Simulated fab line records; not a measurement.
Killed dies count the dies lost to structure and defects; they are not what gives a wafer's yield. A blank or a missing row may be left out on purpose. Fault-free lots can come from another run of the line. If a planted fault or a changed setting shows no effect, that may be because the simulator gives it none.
What tool caused it?	flow sky130	Sampling: 14 lots, 42 wafers, 2 of 708 route steps

## WHAT EACH GAUGE READ, for each wafer
SKY_CONTACT_OVL_MEAS_15. Usual: CONTACT_OVL gives 5 nm (standard deviation 5.1).
lot	measured	on	CONTACT_OVL (nm)	flag
L527	day 31 09:53	overlay-02	5 3 2	
L528	day 31 15:55	overlay-02	14 6 12	
L529	day 32 02:49	overlay-01	12 7 8	
L530	day 32 15:37	overlay-01	17 11 13	
L533	day 33 18:28	overlay-01	6 15 2	
L536	day 34 16:07	overlay-01	4 11 11	
L544	day 37 16:43	overlay-01	-4 -4 2	
L545	day 37 18:52	overlay-02	13 7 2	
L547	day 38 03:13	overlay-02	6 7 4	
L550	day 38 17:22	overlay-02	-1 -5 -3	
L549	day 38 20:05	overlay-02	13 11 6	

## WHAT TOOL EACH LOT RAN ON (gives the tool, then ch and the chambers of the sampled wafers, and finally the start)
lot	SKY_SONOS_TUNNEL_DEVELOP_06
L527	litho-track-01 ch 0, day 11 05:44
L528	litho-track-04 ch 0, day 11 11:58
L529	litho-track-02 ch 0, day 11 22:19
L530	litho-track-02 ch 0, day 12 08:13
L533	litho-track-04 ch 0, day 13 11:34
L536	litho-track-04 ch 0, day 14 12:11
L539	litho-track-04 ch 0, day 15 04:37
L540	litho-track-04 ch 0, day 15 15:35
L542	litho-track-04 ch 0, day 16 15:50
L544	litho-track-02 ch 0, day 17 10:28
L545	litho-track-01 ch 0, day 17 19:36
L547	litho-track-02 ch 0, day 18 05:27
L550	litho-track-02 ch 0, day 18 20:54
L549	litho-track-04 ch 0, day 19 01:38
- SKY_SONOS_TUNNEL_DEVELOP_06: develop time 60 s.

## AS READ BY THE TOOLS THEMSELVES (means over the sampled wafers that have a number; for cases with no such wafer, the mark the record gives instead)
The record holds no such reading with a usual standard deviation.

## THE ANSWER, worked out from the rows above alone
Rule: lot off if the mean of its wafers having a number is beyond 3 standard deviations from the usual mean. A lot without any number at a reading at which 4 lots or more have one is off too. The other lots that the step has rows for count as sound. After the gauges, taken in route order, come the tools' own readings; for these a lot's mean is taken, as printed above. The first step at which some lot is off is used, and at that step the reading that is off furthest; a lot without a number counts as furthest.
None of the lots is off at any reading shown; this tells nothing.

## WHAT THE SIMULATOR HAD INSERTED
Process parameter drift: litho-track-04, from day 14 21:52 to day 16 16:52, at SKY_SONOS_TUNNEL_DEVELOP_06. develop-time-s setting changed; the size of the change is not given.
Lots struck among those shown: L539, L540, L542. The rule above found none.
